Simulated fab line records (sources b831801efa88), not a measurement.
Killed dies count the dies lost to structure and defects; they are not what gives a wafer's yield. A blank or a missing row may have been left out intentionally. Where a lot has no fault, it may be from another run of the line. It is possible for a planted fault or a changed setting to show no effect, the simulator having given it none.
Which of the tools did it? + flow sky130 + 14 lots, 42 wafers sampled, at 4 steps of a route of 708

== WHAT THE GAUGES SHOWED, per wafer ==
SKY_POLY_GATE_THK_MEAS_01. Usual: POLY_GATE_CVD_00_THK 178.9 nm, standard deviation 1.9.
| lot  | measured     | on            | POLY_GATE_CVD_00_THK (nm) | flag |
|------|--------------|---------------|---------------------------|------|
| L825 | day 14 05:46 | film_metro-02 | 181.4 181.4 181.1         |      |
| L828 | day 15 11:08 | film_metro-03 | 180.5 180.2 180.0         |      |
| L829 | day 15 16:27 | film_metro-03 | 179.7 178.9 178.3         |      |
| L830 | day 16 01:32 | film_metro-04 | 176.5 178.0 177.4         |      |
| L832 | day 16 11:37 | film_metro-03 | 179.7 179.6 178.5         |      |
| L831 | day 16 11:37 | film_metro-02 | 181.1 179.3 180.8         |      |
| L833 | day 16 19:56 | film_metro-02 | 179.8 178.8 180.9         |      |
| L834 | day 17 05:17 | film_metro-02 | 180.8 178.8 181.0         |      |
| L835 | day 17 21:03 | film_metro-03 | 179.0 178.6 179.1         |      |
| L836 | day 18 02:03 | film_metro-03 | 177.0 177.0 178.1         |      |
| L838 | day 18 11:38 | film_metro-03 | 177.4 178.7 178.1         |      |
| L837 | day 18 15:15 | film_metro-04 | 174.6 174.0 175.7         |      |
| L842 | day 20 04:37 | film_metro-04 | 178.8 176.6 177.8         |      |
| L843 | day 20 13:36 | film_metro-02 | 181.4 178.2 180.9         |      |

SKY_LOCAL_INTERCONNECT_THK_MEAS_02: measures by xrf. Usual: LOCAL_INTERCONNECT_TIN_THK 99.3 nm, standard deviation 1.2.
| lot  | measured     | on            | LOCAL_INTERCONNECT_TIN_THK (nm) | flag |
|------|--------------|---------------|---------------------------------|------|
| L825 | day 29 09:18 | film_metro-03 | 98.0 100.5 99.9                 |      |
| L828 | day 30 16:43 | film_metro-04 | 100.1 98.1 97.5                 |      |
| L829 | day 31 12:49 | film_metro-03 | 99.3 99.3 100.4                 |      |
| L830 | day 31 11:47 | film_metro-01 | 99.1 99.3 99.8                  |      |
| L832 | day 31 19:56 | film_metro-03 | 102.3 102.4 101.0               |      |
| L831 | day 31 18:57 | film_metro-04 | 97.1 97.9 97.8                  |      |
| L833 | day 32 00:37 | film_metro-01 | 98.2 99.8 99.3                  |      |
| L834 | day 32 11:42 | film_metro-03 | 98.2 97.7 98.2                  |      |
| L835 | day 32 21:53 | film_metro-03 | 99.5 98.9 98.8                  |      |
| L836 | day 33 01:22 | film_metro-04 | 97.7 99.8 99.0                  |      |
| L838 | day 33 10:57 | film_metro-03 | 99.1 100.1 98.5                 |      |
| L837 | day 33 12:02 | film_metro-04 | 99.9 98.7 98.1                  |      |

SKY_METAL1_CD_MEAS_15: the cd target is 140 nm. Usual: cd_nm reads 140.1 nm (standard deviation 1.7).
| lot  | measured     | on        | cd_nm (nm)        | flag |
|------|--------------|-----------|-------------------|------|
| L825 | day 32 21:49 | cd_sem-02 | 140.9 140.9 140.3 |      |
| L828 | day 34 04:04 | cd_sem-01 | 138.3 137.3 137.3 |      |
| L829 | day 35 01:30 | cd_sem-02 | 137.7 136.9 138.7 |      |
| L830 | day 35 00:14 | cd_sem-01 | 142.1 141.6 142.1 |      |
| L832 | day 35 08:36 | cd_sem-02 | 136.7 135.7 139.0 |      |
| L831 | day 35 07:10 | cd_sem-01 | 140.1 140.3 139.0 |      |
| L833 | day 35 11:43 | cd_sem-02 | 141.0 140.6 140.1 |      |
| L834 | day 35 22:42 | cd_sem-02 | 141.7 141.2 142.8 |      |
| L835 | day 36 08:52 | cd_sem-01 | 137.9 137.7 137.3 |      |
| L836 | day 36 13:27 | cd_sem-01 | 139.4 141.6 139.7 |      |
| L838 | day 36 21:37 | cd_sem-02 | 139.1 140.6 139.5 |      |
| L837 | day 36 21:38 | cd_sem-01 | 139.4 140.6 140.0 |      |

== WHAT TOOL EACH LOT RAN ON (gives the tool, then ch and the chambers of the sampled wafers, and finally the start) ==
| lot  | SKY_POLY_CUT_DEVELOP_07           |
|------|-----------------------------------|
| L825 | litho_track-04 ch 0, day 24 09:00 |
| L828 | litho_track-03 ch 0, day 25 18:00 |
| L829 | litho_track-01 ch 0, day 26 14:00 |
| L830 | litho_track-04 ch 0, day 26 13:00 |
| L832 | litho_track-03 ch 0, day 26 23:00 |
| L831 | litho_track-01 ch 0, day 26 21:00 |
| L833 | litho_track-04 ch 0, day 27 05:00 |
| L834 | litho_track-04 ch 0, day 27 16:00 |
| L835 | litho_track-01 ch 0, day 28 03:00 |
| L836 | litho_track-04 ch 0, day 28 08:00 |
| L838 | litho_track-04 ch 0, day 28 17:00 |
| L837 | litho_track-01 ch 0, day 28 19:00 |
| L842 | litho_track-04, day 30 07:00      |
| L843 | litho_track-01, day 30 14:00      |
- SKY_POLY_CUT_DEVELOP_07: develop time 60 s.

== AS READ BY THE TOOLS THEMSELVES (means over the sampled wafers that have a number; for cases with no such wafer, the mark the record gives instead) ==
SKY_POLY_CUT_DEVELOP_07. Usual: chill_plate_temp_C 22.99 C, standard deviation 0.1; resist_line_temp_C 22.99 C, standard deviation 0.11.
| lot  | tool           | chill_plate_temp_C (C) | resist_line_temp_C (C) | flag |
|------|----------------|------------------------|------------------------|------|
| L825 | litho_track-04 | 23.01                  | 23.14                  |      |
| L828 | litho_track-03 | 23.05                  | 23.05                  |      |
| L829 | litho_track-01 | 23.02                  | 22.89                  |      |
| L830 | litho_track-04 | 22.97                  | 22.94                  |      |
| L832 | litho_track-03 | 23.04                  | 23.10                  |      |
| L831 | litho_track-01 | 22.99                  | 22.91                  |      |
| L833 | litho_track-04 | 22.99                  | 22.96                  |      |
| L834 | litho_track-04 | 23.03                  | 22.98                  |      |
| L835 | litho_track-01 | 22.88                  | 23.08                  |      |
| L836 | litho_track-04 | 22.91                  | 22.97                  |      |
| L838 | litho_track-04 | 22.97                  | 22.95                  |      |
| L837 | litho_track-01 | 22.98                  | 22.96                  |      |
| L842 | litho_track-04 | -                      | -                      | OFF  |
| L843 | litho_track-01 | -                      | -                      | OFF  |

== THE ANSWER, worked out from the rows above alone ==
Rule: a lot is off if the mean of its wafers that have a number lies more than 3 standard deviations from the usual mean. Also off: a lot with no number at a reading for which 4 or more lots have one. Any other lot the step has rows for is counted as sound. Order of review: gauges by route order, followed by the tools' own readings, for which a lot's mean as printed above is used. The first step at which some lot is off is used, and at that step the reading that is off furthest; a lot without a number counts as furthest.
Off at SKY_POLY_CUT_DEVELOP_07 (chill_plate_temp_C): L842, L843. Without a number there: L842, L843.
If a tool, at that step or one of the process steps before it, ran each lot that is off and ran no sound lot following the first of them, it fits. Not one of the candidates tried fits.

== WHAT WAS PUT IN BY THE SIMULATOR ==
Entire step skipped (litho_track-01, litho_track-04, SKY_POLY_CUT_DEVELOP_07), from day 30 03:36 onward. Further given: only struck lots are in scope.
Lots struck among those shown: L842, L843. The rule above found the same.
